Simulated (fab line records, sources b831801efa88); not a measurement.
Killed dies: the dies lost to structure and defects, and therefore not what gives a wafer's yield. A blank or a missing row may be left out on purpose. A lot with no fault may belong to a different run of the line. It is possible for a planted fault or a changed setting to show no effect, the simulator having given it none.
Which tool was responsible? -- flow gf180mcu -- 13 lots with 39 wafers sampled at 2 steps, on a route of 602 steps

## WHAT EACH GAUGE READ, for each wafer
GF_STI_THK_MEAS_04. Usual: STI_CVD_03_THK gives 207.4 nm (standard deviation 1.9).
lot,measured,on,STI_CVD_03_THK (nm),flag
L743,day 1 23:34,filmMetro-02,208.2 208.7 208.8,
L745,day 2 09:34,filmMetro-03,208.6 209.2 210.5,
L747,day 2 19:47,filmMetro-03,207.0 207.2 206.6,
L750,day 3 10:34,filmMetro-03,208.4 208.2 207.3,
L751,day 3 15:39,filmMetro-03,209.0 206.0 207.2,
L753,day 4 01:34,filmMetro-01,203.8 205.4 205.5,
L757,day 4 21:34,filmMetro-02,203.2 203.1 203.9,
L759,day 5 08:46,filmMetro-03,208.3 207.3 208.1,
L760,day 5 16:52,filmMetro-02,208.9 209.5 210.6,
L761,day 5 20:49,filmMetro-02,204.8 205.2 206.0,
L762,day 6 01:13,filmMetro-02,206.8 206.6 207.6,
L763,day 6 04:00,filmMetro-02,209.6 209.4 208.4,
L764,day 6 08:35,filmMetro-01,205.6 203.6 204.1,

GF_VT_IMPLANT_TW_MEAS_32. Usual: VT_IMPLANT_3_TW gives 267.2 (standard deviation 1.7).
lot,measured,on,VT_IMPLANT_3_TW,flag
L743,day 7 13:44,filmMetro-03,265.5 267.0 265.6,
L745,day 8 03:05,filmMetro-03,263.6 266.3 266.8,
L747,day 8 17:53,filmMetro-04,266.8 266.0 267.1,
L750,day 9 13:56,filmMetro-04,267.8 267.0 266.9,
L751,day 9 17:04,filmMetro-03,267.2 267.8 266.8,
L753,day 10 05:20,filmMetro-03,264.4 265.9 264.9,
L757,day 11 15:31,filmMetro-03,268.1 266.9 268.4,
L759,day 11 23:17,filmMetro-01,268.2 269.3 267.6,
L760,day 12 10:00,filmMetro-03,266.8 266.1 265.4,
L761,day 12 14:20,filmMetro-04,268.0 269.8 269.9,
L762,day 13 00:17,filmMetro-03,265.3 266.2 266.7,
L763,day 13 05:50,filmMetro-03,265.2 265.8 266.1,
L764,day 13 12:24,filmMetro-03,265.8 264.4 265.5,

## EACH LOT AND THE TOOL THAT RAN IT (in order: tool; ch and the chambers of the sampled wafers; start)
The record shows no process step preceding these readings.

## WHAT THE TOOLS THEMSELVES READ (means of the sampled wafers that have a number; where no wafer has one, the mark that the record gives instead)
The record holds no such reading with a usual standard deviation.

## THE ANSWER, worked out from the rows above alone
Rule: lot off if the mean of its wafers having a number is beyond 3 standard deviations from the usual mean. Also off: a lot with no number at a reading for which 4 or more lots have one. All remaining lots with rows at the step are treated as sound. First the gauges in route order, then the tools' own readings, where a lot's mean is used as printed above. At the first step where some lot is off, the reading lying furthest off is the one used; lots without a number count as furthest.
None of the lots is off at any reading shown; this tells nothing.

## WHAT THE SIMULATOR HAD INSERTED
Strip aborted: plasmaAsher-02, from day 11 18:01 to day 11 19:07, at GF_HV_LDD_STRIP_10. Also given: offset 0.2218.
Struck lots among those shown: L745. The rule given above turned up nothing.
